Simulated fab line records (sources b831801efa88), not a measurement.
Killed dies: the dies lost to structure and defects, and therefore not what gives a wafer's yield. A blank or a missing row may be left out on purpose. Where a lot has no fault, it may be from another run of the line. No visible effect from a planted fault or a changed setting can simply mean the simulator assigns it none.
Matching of chambers || flow sky130 || SKY_VIA3_CMP_24 on cmp-01 has 4 sister chambers
The step polishes, stops on SiO2, t overpolish 20 s, target thk 0 nm. 8 wafers are shown with their chamber, then 8 later ones without.

## EACH WAFER AND ITS CHAMBER
{"wafer": "L161.3", "chamber": 1, "motor current A (A)": 11.6, "overpolish run s (s)": 20.011}
{"wafer": "L165.1", "chamber": 1, "motor current A (A)": 11.5, "overpolish run s (s)": 20.001}
{"wafer": "L167.2", "chamber": 2, "motor current A (A)": 11.1, "overpolish run s (s)": 19.993}
{"wafer": "L167.5", "chamber": 3, "motor current A (A)": 11.9, "overpolish run s (s)": 20.002}
{"wafer": "L169.1", "chamber": 0, "motor current A (A)": 10.1, "overpolish run s (s)": 20.002}
{"wafer": "L169.3", "chamber": 2, "motor current A (A)": 10.9, "overpolish run s (s)": 20.000}
{"wafer": "L169.5", "chamber": 3, "motor current A (A)": 11.2, "overpolish run s (s)": 19.984}
{"wafer": "L170.1", "chamber": 0, "motor current A (A)": 9.2, "overpolish run s (s)": 19.988}

## WAFERS WHOSE CHAMBER IS MISSING
{"wafer": "L170.4", "motor current A (A)": 11.4, "overpolish run s (s)": 20.003}
{"wafer": "L170.6", "motor current A (A)": 11.1, "overpolish run s (s)": 19.993}
{"wafer": "L179.1", "motor current A (A)": 10.9, "overpolish run s (s)": 20.010}
{"wafer": "L179.4", "motor current A (A)": 10.9, "overpolish run s (s)": 20.009}
{"wafer": "L179.6", "motor current A (A)": 11.3, "overpolish run s (s)": 19.997}
{"wafer": "L181.1", "motor current A (A)": 11.2, "overpolish run s (s)": 19.994}
{"wafer": "L181.5", "motor current A (A)": 11.2, "overpolish run s (s)": 20.011}
{"wafer": "L181.6", "motor current A (A)": 11.3, "overpolish run s (s)": 19.990}

## WHICH CHAMBER EACH WENT THROUGH
{"wafer": "L170.4", "from the rows above": "can't be placed: 1 or 3 or 2", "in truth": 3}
{"wafer": "L170.6", "from the rows above": "can't be placed: 2 or 3 or 1", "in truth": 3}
{"wafer": "L179.1", "from the rows above": "can't be placed: 2 or 1 or 3 or 0", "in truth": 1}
{"wafer": "L179.4", "from the rows above": "can't be placed: 2 or 1 or 3", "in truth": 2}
{"wafer": "L179.6", "from the rows above": "can't be placed: 2 or 3 or 1", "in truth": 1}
{"wafer": "L181.1", "from the rows above": "can't be placed: 2 or 3 or 1", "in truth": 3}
{"wafer": "L181.5", "from the rows above": "can't be placed: 1 or 2 or 3", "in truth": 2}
{"wafer": "L181.6", "from the rows above": "can't be placed: 3 or 2 or 1", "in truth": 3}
Correct placement for 0 of the 8. These rows do not allow placing 8 (true chamber among the candidates in 8). Number placed wrongly: 0.
How it was worked out, from the rows above alone: a wafer's distance from a chamber is the root of the sum, over the readings, of the square of ((its reading less the chamber's mean) divided by the reading's scatter). If the next closest chamber is less than 2 further off than the closest, the wafer can't be placed; otherwise it belongs to the closest. The mean given for a chamber averages the wafers shown for that chamber. The scatter is the square root of a quotient: the sum, over the shown wafers, of each reading's squared deviation from its chamber's mean, divided by wafers minus chambers.
